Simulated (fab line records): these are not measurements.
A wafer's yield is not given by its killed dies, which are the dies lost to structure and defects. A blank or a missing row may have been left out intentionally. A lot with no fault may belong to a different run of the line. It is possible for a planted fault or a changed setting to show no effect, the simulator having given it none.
fab line records | flow sky130
[record] lots = 14 | wafers = 42 | lastDay = 50
route steps=708 shown FIELD_ISO@25 CONTACT@425 METAL1@440 VIA1@480 PAD_OPEN@708
lots with no fault: from the same line, run without faults
startH: hours from the record's first day to the start of the lot's first wafer shown | waitH: hours since the lot's step before | " as in the row above | L1.1+2: one row covering several wafers at once | - either no value or no given start | * or withheld: withheld | < > ~ a bound
route shown NAME@n: names a module that has steps shown in the file, with the first one's number in the route | usual: mean and standard deviation over wafers with no fault | same: alike in all rows | chamber/n: place in a boat | sites: per-site readings | _std_site: the values' standard deviation | _edge_site: outer sites' mean less inner sites' | radiusMm: how far each site lies from the wafer's centre | mask NAME#n: copy n | behind: the tool/chamber that last shaped the wafer | hold: why the lot was held/for how many hours/how that ended | device: the n, p or np transistor that did not switch | end of line: at the end of the route, the tests of the same wafers | for a step that has no rows: nothing shown but its recipe | killed: the dies lost at the first sort to structure and to defects; this is not the yield of the wafer | map: shows each die of a wafer: x if killed, . if not, _ if none is there
set.NAME: the setting the step ran with; set.NAME@STEP: the setting that earlier step ran with | model.NAME: the simulator's own value behind a step, which no gauge read
one table for each step of the route and one row for each wafer, over a sample of lots
services: from which hour (startH, from the record's first day; less than 0 if before it) a tool's chamber was out of use, for how many hours, and why
[[steps]]
[step SKY_FIELD_ISO_CVD_24]
[recipe] material = SiO2 | targetThkNm = 595 | tempC = 650 | sigmaOpenFrac = 0.3 | timeS = 99.2 | sih4FlowSccm = 60 | pressureMtorr = 6
[usual] pressureMtorr = 6.000/0.012 | runLengthS = 127.4/0.36 | timeS = 99.2/0
lot.wafer | tool      | chamber | startH | waitH | pressureMtorr | runLengthS | timeS
L413.1    | hdpcvd-02 | 1       | 38.25  | 0.1   | 5.979         | 127.4      | 99.2
L413.3    | "         | 2       | "      | "     | 6.012         | 127.3      | 99.2
L413.4    | "         | 2       | "      | "     | 6.003         | 127.2      | 99.2
L414.2    | hdpcvd-02 | 2       | 43.42  | 0.0   | 6.003         | 128.0      | 99.2
L414.3    | "         | 1       | "      | "     | 5.995         | 127.7      | 99.2
L414.4    | "         | 0       | "      | "     | 5.995         | 127.2      | 99.2
L416.1    | hdpcvd-02 | 1       | 54.11  | 0.1   | 6.019         | 127.7      | 99.2
L416.5    | "         | 1       | "      | "     | 6.009         | 127.6      | 99.2
L416.6    | "         | 2       | "      | "     | 6.003         | 127.4      | 99.2
L417.3    | hdpcvd-02 | 1       | 59.53  | 0.0   | 6.010         | 127.6      | 99.2
L417.4    | "         | 2       | "      | "     | 6.001         | 127.6      | 99.2
L417.5    | "         | 0       | "      | "     | 6.011         | 128.2      | 99.2
L419.1    | hdpcvd-01 | 0       | 69.27  | 0.1   | 6.007         | 127.2      | 99.2
L419.3    | "         | 2       | "      | "     | 5.990         | 126.9      | 99.2
L419.5    | "         | 2       | "      | "     | 5.979         | 127.1      | 99.2
L420.3    | hdpcvd-01 | 1       | 73.16  | 0.0   | -             | -          | -
L420.4    | "         | 0       | "      | "     | -             | -          | -
L420.5    | "         | 2       | "      | "     | -             | -          | -
L421.1    | hdpcvd-01 | 0       | 79.26  | 0.1   | -             | -          | -
L421.3    | "         | 1       | "      | "     | -             | -          | -
L421.4    | "         | 1       | "      | "     | -             | -          | -
L422.1    | hdpcvd-02 | 1       | 83.53  | 0.1   | -             | -          | -
L422.3    | "         | 0       | "      | "     | -             | -          | -
L422.4    | "         | 0       | "      | "     | -             | -          | -
L423.2    | hdpcvd-01 | 0       | 87.86  | 0.0   | 5.991         | 126.9      | 99.2
L423.3    | "         | 2       | "      | "     | 6.001         | 127.6      | 99.2
L423.5    | "         | 2       | "      | "     | 5.986         | 126.9      | 99.2
L428.2    | hdpcvd-02 | 2       | 114.77 | 0.0   | 6.014         | 127.3      | 99.2
L428.4    | "         | 1       | "      | "     | 6.008         | 127.5      | 99.2
L428.6    | "         | 0       | "      | "     | 6.000         | 127.6      | 99.2
L430.2    | hdpcvd-01 | 1       | 135.24 | 0.0   | 6.016         | 126.8      | 99.2
L430.3    | "         | 0       | "      | "     | 6.001         | 127.1      | 99.2
L430.6    | "         | 1       | "      | "     | 6.017         | 127.0      | 99.2
L431.1    | hdpcvd-02 | 0       | 135.24 | 0.1   | 6.007         | 127.4      | 99.2
L431.2    | "         | 1       | "      | "     | 6.022         | 127.4      | 99.2
L431.6    | "         | 1       | "      | "     | 6.026         | 127.5      | 99.2
L433.3    | hdpcvd-02 | 0       | 142.03 | 0.1   | 5.986         | 127.5      | 99.2
L433.4    | "         | 1       | "      | "     | 6.002         | 127.4      | 99.2
L433.5    | "         | 0       | "      | "     | 6.007         | 127.5      | 99.2
L432.2    | hdpcvd-01 | 1       | 142.05 | 0.0   | 5.977         | 127.9      | 99.2
L432.3    | "         | 0       | "      | "     | 5.981         | 127.0      | 99.2
L432.5    | "         | 0       | "      | "     | 5.977         | 127.1      | 99.2
[step SKY_CONTACT_STRIP_19]
[recipe] chemistry = O2/N2 | powerW = 1400 | pressureMtorr = 1500 | platenTempC = withheld | o2FlowSccm = 3000 | n2FlowSccm = 300 | overashFraction = 0.5
[usual] chamberPressureMTorr = 1500.2/1.4 | drypumpMotorCurrentA = 5.9/0.43 | oesProductAu = 0.381/0.0046 | stripTimeToEndpointS = 3.629/0.024
lot.wafer | tool           | chamber | startH | waitH | chamberPressureMTorr | drypumpMotorCurrentA | oesProductAu | rfHoursCounterH | stripTimeToEndpointS
L413.1    | plasmaAsher-01 | 0       | 748.22 | -     | 1499.0               | 5.7                  | 0.384        | 0               | 3.600
L413.3    | "              | 0       | "      | "     | 1502.6               | 5.7                  | 0.386        | -               | 3.632
L413.4    | "              | 1       | "      | "     | 1501.2               | 6.6                  | 0.386        | -               | 3.640
L414.2    | plasmaAsher-01 | 1       | 751.79 | -     | 1499.1               | 6.6                  | 0.378        | 0               | 3.628
L414.3    | "              | 0       | "      | "     | 1501.1               | 5.7                  | 0.384        | -               | 3.647
L414.4    | "              | 1       | "      | "     | 1500.5               | 6.6                  | 0.387        | -               | 3.638
L416.1    | plasmaAsher-04 | 0       | 763.02 | -     | 1498.7               | 5.7                  | 0.379        | 96              | 3.628
L416.5    | "              | 0       | "      | "     | 1499.2               | 5.8                  | 0.382        | -               | 3.613
L416.6    | "              | 1       | "      | "     | 1499.6               | 6.1                  | 0.384        | -               | 3.596
L417.3    | plasmaAsher-01 | 1       | 783.46 | -     | 1501.1               | 6.6                  | 0.384        | -               | 3.591
L417.4    | "              | 0       | "      | "     | 1498.9               | 5.7                  | 0.379        | -               | 3.625
L417.5    | "              | 0       | "      | "     | 1500.2               | 5.8                  | 0.369        | -               | 3.608
L419.1    | plasmaAsher-04 | 0       | 788.90 | -     | 1498.9               | 5.7                  | 0.369        | 98              | 3.620
L419.3    | "              | 0       | "      | "     | 1498.2               | 5.7                  | 0.384        | -               | 3.637
L419.5    | "              | 1       | "      | "     | 1501.4               | 6.1                  | 0.377        | -               | 3.630
L423.2    | plasmaAsher-04 | 1       | 820.43 | -     | 1499.8               | 6.1                  | 0.382        | 102             | 3.625
L423.3    | "              | 0       | "      | "     | 1501.9               | 5.7                  | 0.376        | -               | 3.647
L423.5    | "              | 0       | "      | "     | 1500.8               | 5.7                  | 0.381        | -               | 3.647
L428.2    | plasmaAsher-02 | 0       | 865.86 | -     | 1500.9               | 5.3                  | 0.383        | 71              | 3.641
L428.4    | "              | 1       | "      | "     | 1498.4               | 5.6                  | 0.384        | -               | 3.653
L428.6    | "              | 1       | "      | "     | 1498.8               | 5.6                  | 0.386        | -               | 3.607
L430.2    | plasmaAsher-01 | 0       | 897.55 | -     | 1497.5               | 5.8                  | 0.384        | 16              | 3.625
L430.3    | "              | 1       | "      | "     | 1500.3               | 6.6                  | 0.375        | -               | 3.647
L430.6    | "              | 1       | "      | "     | 1496.6               | 6.6                  | 0.383        | -               | 3.631
L431.1    | plasmaAsher-02 | 1       | 897.76 | -     | 1500.2               | 5.6                  | 0.387        | 73              | 3.667
L431.2    | "              | 0       | "      | "     | 1499.5               | 5.3                  | 0.381        | 73              | 3.673
L431.6    | "              | 1       | "      | "     | 1499.9               | 5.6                  | 0.385        | -               | 3.683
L433.3    | plasmaAsher-01 | 1       | 898.96 | -     | 1499.5               | 6.5                  | 0.372        | -               | 3.611
L433.4    | "              | 0       | "      | "     | 1499.5               | 5.8                  | 0.372        | -               | 3.628
L433.5    | "              | 1       | "      | "     | 1499.9               | 6.6                  | 0.388        | -               | 3.633
L432.2    | plasmaAsher-01 | 1       | 901.31 | -     | 1500.5               | 6.6                  | 0.389        | 16              | 3.625
L432.3    | "              | 1       | "      | "     | 1499.7               | 6.6                  | 0.387        | -               | 3.631
L432.5    | "              | 0       | "      | "     | 1500.1               | 5.8                  | 0.384        | -               | 3.645
[step SKY_METAL1_THK_MEAS_06]
[recipe] thkMeasGauge = xrf | reads = AlCu_of_METAL1_SPUTTER_02
[usual] METAL1_ALCU_THK = 261/3.6
lot.wafer | tool         | chamber | startH | waitH | METAL1_ALCU_THK[nm]
L413.1    | filmMetro-03 | -       | 749.76 | 0.1   | 258
L413.3    | "            | -       | "      | "     | 257
L413.4    | "            | -       | "      | "     | 257
L414.2    | filmMetro-04 | -       | 753.34 | 0.1   | 260
L414.3    | "            | -       | "      | "     | 258
L414.4    | "            | -       | "      | "     | 257
L416.1    | filmMetro-01 | -       | 764.52 | 0.1   | 264
L416.5    | "            | -       | "      | "     | 268
L416.6    | "            | -       | "      | "     | 265
L417.3    | filmMetro-01 | -       | 784.95 | 0.1   | 268
L417.4    | "            | -       | "      | "     | 265
L417.5    | "            | -       | "      | "     | 266
L419.1    | filmMetro-03 | -       | 790.41 | 0.1   | 258
L419.3    | "            | -       | "      | "     | 258
L419.5    | "            | -       | "      | "     | 257
L423.2    | filmMetro-03 | -       | 821.94 | 0.1   | 255
L423.3    | "            | -       | "      | "     | 257
L423.5    | "            | -       | "      | "     | 256
L428.2    | filmMetro-01 | -       | 867.37 | 0.1   | 264
L428.4    | "            | -       | "      | "     | 266
L428.6    | "            | -       | "      | "     | 263
L430.2    | filmMetro-04 | -       | 899.12 | 0.1   | 259
L430.3    | "            | -       | "      | "     | 256
L430.6    | "            | -       | "      | "     | 257
L431.1    | filmMetro-04 | -       | 899.69 | 0.1   | 261
L431.2    | "            | -       | "      | "     | 263
L431.6    | "            | -       | "      | "     | 264
L433.3    | filmMetro-01 | -       | 900.61 | 0.1   | 261
L433.4    | "            | -       | "      | "     | 264
L433.5    | "            | -       | "      | "     | 265
L432.2    | filmMetro-03 | -       | 902.88 | 0.1   | 262
L432.3    | "            | -       | "      | "     | 260
L432.5    | "            | -       | "      | "     | 258
[step SKY_VIA1_RS_MEAS_22]
[recipe] thkMeasGauge = four-point-probe | reads = W_of_VIA1_CVD_21+TiN_of_VIA1_SPUTTER_20
[usual] VIA1_W_RS = 0.431/0.0044
lot.wafer | tool         | chamber | startH | waitH | VIA1_W_RS[ohm/sq]
L413.1    | filmMetro-01 | -       | 806.62 | 0.2   | 0.424
L413.3    | "            | -       | "      | "     | 0.425
L413.4    | "            | -       | "      | "     | 0.427
L414.2    | filmMetro-02 | -       | 809.45 | 0.1   | 0.429
L414.3    | "            | -       | "      | "     | 0.430
L414.4    | "            | -       | "      | "     | 0.437
L416.1    | filmMetro-02 | -       | 820.17 | 0.1   | 0.434
L416.5    | "            | -       | "      | "     | 0.431
L416.6    | "            | -       | "      | "     | 0.425
L417.3    | filmMetro-03 | -       | 841.16 | 0.1   | 0.428
L417.4    | "            | -       | "      | "     | 0.431
L417.5    | "            | -       | "      | "     | 0.433
L419.1    | filmMetro-03 | -       | 845.86 | 0.1   | 0.427
L419.3    | "            | -       | "      | "     | 0.426
L419.5    | "            | -       | "      | "     | 0.430
L423.2    | filmMetro-01 | -       | 875.86 | 0.1   | 0.437
L423.3    | "            | -       | "      | "     | 0.429
L423.5    | "            | -       | "      | "     | 0.435
L428.2    | filmMetro-01 | -       | 919.74 | 0.1   | 0.435
L428.4    | "            | -       | "      | "     | 0.436
L428.6    | "            | -       | "      | "     | 0.437
L430.2    | filmMetro-03 | -       | 951.31 | 0.1   | 0.427
L430.3    | "            | -       | "      | "     | 0.430
L430.6    | "            | -       | "      | "     | 0.431
L431.1    | filmMetro-02 | -       | 952.18 | 0.1   | 0.426
L431.2    | "            | -       | "      | "     | 0.435
L431.6    | "            | -       | "      | "     | 0.423
L433.3    | filmMetro-02 | -       | 952.71 | 0.1   | 0.434
L433.4    | "            | -       | "      | "     | 0.440
L433.5    | "            | -       | "      | "     | 0.435
L432.2    | filmMetro-03 | -       | 955.00 | 0.1   | 0.427
L432.3    | "            | -       | "      | "     | 0.434
L432.5    | "            | -       | "      | "     | 0.433
[step SKY_PAD_OPEN_PROBE_99]
[usual] defectLimitedYield = 83.0/1.9 | killed_at_M0_to_M3 = 43/6.9 | killed_at_M4_up = 3.1/1.9 | killedAtContacts = 24/5.4 | killedAtFrontEnd = 14/4.3 | killedAtOther = 0.3/0.53 | killedDies = 84/9.5 | killedOpen = 46/6.8 | killedShort = 38/6 | sort_bin_3_pad_short = 0.9/0.46 | sort_bin_5_function = 10.0/1.4 | sort_bin_6_memory = 6.1/1.1 | sortNPass = 408/9.5 | sortYieldPct = 83.0/1.9
[same] grossDies = 492 | killedAtBackSide = 0 | sort_bin_4_leakage[%] = 0 | sort_bin_8_speed[%] = 0
lot.wafer | tool      | chamber | startH  | waitH | defectLimitedYield[%] | killed_at_M0_to_M3 | killed_at_M4_up | killedAtContacts | killedAtFrontEnd | killedAtOther | killedDies | killedOpen | killedShort | sort_bin_3_pad_short[%] | sort_bin_5_function[%] | sort_bin_6_memory[%] | sortNPass | sortYieldPct[%]
L416.1    | prober-01 | -       | 1099.30 | 0.1   | 83.3                  | 41                 | 4               | 18               | 17               | 2             | 82         | 43         | 38          | 1.2                     | 9.3                    | 6.1                  | 410       | 83.3
L416.5    | prober-01 | -       | 1099.50 | 0.2   | 84.3                  | 39                 | 1               | 20               | 17               | 0             | 77         | 38         | 37          | 0.4                     | 9.1                    | 6.1                  | 415       | 84.3
L416.6    | prober-01 | -       | 1099.55 | 0.2   | 78.7                  | 46                 | 6               | 30               | 23               | 0             | 105        | 61         | 44          | 1.0                     | 12.6                   | 7.7                  | 387       | 78.7
L417.3    | prober-02 | -       | 1111.45 | 0.2   | 83.5                  | 44                 | 4               | 22               | 11               | 0             | 81         | 44         | 37          | 1.4                     | 7.5                    | 7.5                  | 411       | 83.5
L417.4    | prober-02 | -       | 1111.50 | 0.2   | 85.2                  | 45                 | 5               | 13               | 10               | 0             | 73         | 34         | 39          | 1.4                     | 9.8                    | 3.7                  | 419       | 85.2
L417.5    | prober-02 | -       | 1111.55 | 0.2   | 83.1                  | 51                 | 2               | 17               | 13               | 0             | 83         | 44         | 39          | 0.8                     | 10.0                   | 6.1                  | 409       | 83.1
L423.2    | prober-01 | -       | 1140.86 | 0.1   | 82.9                  | 51                 | 2               | 24               | 7                | 0             | 84         | 47         | 37          | 1.4                     | 8.7                    | 6.9                  | 408       | 82.9
L423.3    | prober-01 | -       | 1140.91 | 0.2   | 82.5                  | 38                 | 2               | 28               | 17               | 1             | 86         | 47         | 38          | 0.8                     | 9.8                    | 6.9                  | 406       | 82.5
L423.5    | prober-01 | -       | 1141.01 | 0.2   | 81.5                  | 54                 | 2               | 26               | 9                | 0             | 91         | 54         | 37          | 0.8                     | 11.8                   | 5.9                  | 401       | 81.5
L428.6    | prober-02 | -       | 1169.06 | 0.2   | 82.9                  | 42                 | 1               | 21               | 19               | 1             | 84         | 45         | 39          | 0.4                     | 10.2                   | 6.5                  | 408       | 82.9
L430.2    | prober-02 | -       | 1193.79 | 0.1   | 85.2                  | 37                 | 4               | 23               | 9                | 0             | 73         | 40         | 33          | 1.0                     | 8.3                    | 5.5                  | 419       | 85.2
L430.3    | prober-02 | -       | 1193.84 | 0.2   | 84.8                  | 39                 | 1               | 20               | 15               | 0             | 75         | 39         | 35          | 0.6                     | 9.8                    | 4.9                  | 417       | 84.8
L430.6    | prober-02 | -       | 1193.99 | 0.2   | 86.6                  | 27                 | 3               | 23               | 13               | 0             | 66         | 32         | 34          | 0.8                     | 9.3                    | 3.3                  | 426       | 86.6
L433.3    | prober-02 | -       | 1195.84 | 0.2   | 86.2                  | 36                 | 2               | 17               | 13               | 0             | 68         | 39         | 29          | 0.2                     | 10.0                   | 3.7                  | 424       | 86.2
L433.4    | prober-02 | -       | 1195.89 | 0.2   | 86.6                  | 28                 | 1               | 27               | 10               | 0             | 66         | 41         | 25          | 0.4                     | 7.3                    | 5.7                  | 426       | 86.6
L433.5    | prober-02 | -       | 1195.94 | 0.2   | 84.8                  | 34                 | 6               | 22               | 13               | 0             | 75         | 43         | 32          | 0.2                     | 10.0                   | 5.1                  | 417       | 84.8
L432.2    | prober-01 | -       | 1197.96 | 0.1   | 79.3                  | 60                 | 4               | 22               | 15               | 1             | 102        | 55         | 47          | 1.4                     | 12.0                   | 7.3                  | 390       | 79.3
L432.3    | prober-01 | -       | 1198.01 | 0.2   | 81.1                  | 48                 | 1               | 33               | 9                | 2             | 93         | 54         | 38          | 1.2                     | 11.0                   | 6.7                  | 399       | 81.1
L432.5    | prober-01 | -       | 1198.11 | 0.2   | 81.7                  | 50                 | 3               | 21               | 14               | 2             | 90         | 44         | 44          | 1.6                     | 10.8                   | 5.9                  | 402       | 81.7
// killed by level:class
L416.1 VIA1:geometricParticle:open=9 CONTACT:geometricParticle:open=7 METAL3:geometricParticle:short=6 VIA3:geometricParticle:open=6 POLY_GATE:geometricParticle:open=5 VIA1:geometricParticle:short=5 FIELD_ISO:geometricParticle:short=4 SPACER:geometricParticle:short=4
L416.5 VIA1:geometricParticle:open=10 CONTACT:geometricParticle:open=9 LOCAL_INTERCONNECT:geometricParticle:short=7 VIA2:geometricParticle:short=5 FIELD_ISO:geometricParticle:short=4 METAL1:geometricParticle:short=4 VIA2:geometricParticle:open=4 SPACER:geometricParticle:short=3
L416.6 CONTACT:geometricParticle:open=16 VIA1:geometricParticle:open=11 VIA2:geometricParticle:open=7 POLY_GATE:geometricParticle:open=6 LI_CONTACT:geometricParticle:open=6 METAL1:geometricParticle:short=6 POLY_GATE:geometricParticle:short=5 VIA1:geometricParticle:short=5
L417.3 CONTACT:geometricParticle:open=11 VIA1:geometricParticle:open=10 VIA2:geometricParticle:open=7 VIA1:geometricParticle:short=5 METAL2:geometricParticle:short=5 FIELD_ISO:geometricParticle:short=4 VIA3:geometricParticle:open=4 LOCAL_INTERCONNECT:geometricParticle:short=4
L417.4 VIA1:geometricParticle:open=10 VIA3:geometricParticle:open=8 METAL2:geometricParticle:short=6 METAL4:geometricParticle:short=5 LI_CONTACT:geometricParticle:open=5 VIA2:geometricParticle:short=5 CONTACT:geometricParticle:open=4 METAL1:geometricParticle:short=4
L417.5 VIA1:geometricParticle:open=12 VIA2:geometricParticle:open=9 CONTACT:geometricParticle:open=8 METAL1:geometricParticle:short=6 VIA1:geometricParticle:short=6 VIA3:geometricParticle:open=6 FIELD_ISO:geometricParticle:short=5 LI_CONTACT:geometricParticle:open=4
L423.2 VIA1:geometricParticle:open=15 CONTACT:geometricParticle:open=9 VIA2:geometricParticle:open=9 CONTACT:geometricParticle:short=9 LI_CONTACT:geometricParticle:open=5 METAL1:geometricParticle:short=5 METAL2:geometricParticle:short=5 VIA1:geometricParticle:short=4
L423.3 LI_CONTACT:geometricParticle:open=10 VIA2:geometricParticle:open=10 VIA1:geometricParticle:open=8 CONTACT:geometricParticle:open=7 CONTACT:geometricParticle:short=6 VIA1:geometricParticle:short=6 FIELD_ISO:geometricParticle:short=5 POLY_GATE:geometricParticle:short=4
L423.5 VIA1:geometricParticle:open=18 CONTACT:geometricParticle:open=9 VIA3:geometricParticle:open=8 METAL2:geometricParticle:short=7 LI_CONTACT:geometricParticle:short=6 VIA2:geometricParticle:open=6 LI_CONTACT:geometricParticle:open=5 METAL1:geometricParticle:short=5
L428.6 VIA1:geometricParticle:open=17 LI_CONTACT:geometricParticle:open=9 FIELD_ISO:geometricParticle:short=7 METAL2:geometricParticle:short=5 POLY_GATE:geometricParticle:open=4 POLY_GATE:geometricParticle:short=4 CONTACT:geometricParticle:short=4 CONTACT:geometricParticle:open=4
L430.2 CONTACT:geometricParticle:open=11 VIA1:geometricParticle:open=7 LI_CONTACT:geometricParticle:open=6 METAL3:geometricParticle:short=6 VIA2:geometricParticle:open=5 LOCAL_INTERCONNECT:geometricParticle:short=4 METAL1:geometricParticle:short=4 METAL2:geometricParticle:short=3
L430.3 POLY_GATE:geometricParticle:open=8 CONTACT:geometricParticle:open=7 VIA3:geometricParticle:open=7 METAL1:geometricParticle:short=6 LI_CONTACT:geometricParticle:short=5 VIA1:geometricParticle:open=5 VIA2:geometricParticle:open=5 METAL3:geometricParticle:short=5
L430.6 VIA2:geometricParticle:open=7 CONTACT:geometricParticle:short=5 CONTACT:geometricParticle:open=5 POLY_GATE:geometricParticle:short=4 LI_CONTACT:geometricParticle:open=4 LOCAL_INTERCONNECT:geometricParticle:short=4 VIA1:geometricParticle:open=4 FIELD_ISO:geometricParticle:open=3
L433.3 VIA1:geometricParticle:open=13 LI_CONTACT:geometricParticle:open=6 FIELD_ISO:geometricParticle:short=5 CONTACT:geometricParticle:short=5 CONTACT:geometricParticle:open=5 VIA2:geometricParticle:open=5 VIA2:geometricParticle:short=4 VIA1:geometricParticle:short=4
L433.4 CONTACT:geometricParticle:open=10 VIA1:geometricParticle:open=6 LI_CONTACT:geometricParticle:open=6 METAL2:geometricParticle:short=6 CONTACT:geometricParticle:short=4 FIELD_ISO:geometricParticle:short=3 FIELD_ISO:geometricParticle:open=3 LOCAL_INTERCONNECT:geometricParticle:short=3
L433.5 VIA1:geometricParticle:open=8 CONTACT:geometricParticle:open=8 LI_CONTACT:geometricParticle:open=6 METAL1:geometricParticle:short=5 METAL2:geometricParticle:short=5 VIA3:geometricParticle:open=4 METAL4:geometricParticle:short=4 FIELD_ISO:geometricParticle:open=3
L432.2 VIA1:geometricParticle:open=18 VIA1:geometricParticle:short=8 CONTACT:geometricParticle:open=8 VIA2:geometricParticle:open=7 METAL2:geometricParticle:short=7 VIA2:geometricParticle:short=6 FIELD_ISO:geometricParticle:open=5 LI_CONTACT:geometricParticle:open=5
L432.3 CONTACT:geometricParticle:open=14 VIA2:geometricParticle:open=10 LI_CONTACT:geometricParticle:open=9 VIA1:geometricParticle:open=7 METAL1:geometricParticle:short=6 VIA3:geometricParticle:open=6 METAL2:geometricParticle:short=5 LI_CONTACT:geometricParticle:short=4
L432.5 VIA1:geometricParticle:open=11 VIA3:geometricParticle:open=9 LI_CONTACT:geometricParticle:open=7 VIA2:geometricParticle:open=7 CONTACT:geometricParticle:open=6 METAL2:geometricParticle:short=5 LOCAL_INTERCONNECT:geometricParticle:short=5 VIA2:geometricParticle:short=5
[[services]]
tool           | chamber | startH | hours | kind
hdpcvd-02      | -       | 14.83  | 0.8   | repair
hdpcvd-02      | -       | 66.75  | 15.0  | pm
plasmaAsher-01 | -       | 80.70  | 6.3   | repair
hdpcvd-01      | -       | 81.75  | 2.8   | pm
hdpcvd-02      | -       | 95.85  | 1.5   | repair
hdpcvd-02      | 2       | 129.25 | 23.4  | repair
hdpcvd-01      | 0       | 129.55 | 3.8   | repair
hdpcvd-01      | 2       | 159.18 | 16.0  | repair
hdpcvd-02      | -       | 205.56 | 5.5   | pm
plasmaAsher-01 | -       | 221.07 | 2.8   | pm
hdpcvd-01      | -       | 247.46 | 4.3   | pm
hdpcvd-02      | -       | 251.79 | 0.8   | pm
hdpcvd-01      | -       | 274.88 | 0.7   | repair
hdpcvd-02      | -       | 332.61 | 1.3   | repair
hdpcvd-01      | 0       | 341.37 | 2.0   | repair
plasmaAsher-01 | -       | 355.25 | 16.6  | repair
hdpcvd-02      | -       | 357.16 | 28.1  | pm
hdpcvd-01      | -       | 366.25 | 15.0  | pm
plasmaAsher-01 | -       | 366.61 | 1.0   | repair
hdpcvd-02      | 1       | 464.10 | 7.7   | repair
hdpcvd-02      | -       | 650.75 | 15.0  | pm
hdpcvd-02      | -       | 727.95 | 2.8   | pm
hdpcvd-02      | 2       | 849.42 | 14.9  | repair
hdpcvd-02      | 1       | 851.82 | 8.4   | repair
[[key]]
[firstSign] step = SKY_FIELD_ISO_CVD_24 | reading = toolRecord | direction = missing
effect none on later readings
metAt SKY_FIELD_ISO_CVD_24
struckLots L420,L421,L422
scrappedBehind SKY_FIELD_ISO_THK_MEAS_25 L420.3,L420.4,L420.5,L421.1,L421.3,L421.4,L422.1,L422.3,L422.4
notActingAt SKY_CONTACT_STRIP_19,SKY_METAL1_THK_MEAS_06,SKY_VIA1_RS_MEAS_22
onsetBetween 69.27 73.16
[fault] kind = skippedStepWhole | tool = hdpcvd-01,hdpcvd-02 | chamber = - | onsetH = 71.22 | steps = SKY_FIELD_ISO_CVD_24 | scope = struckLotsOnly
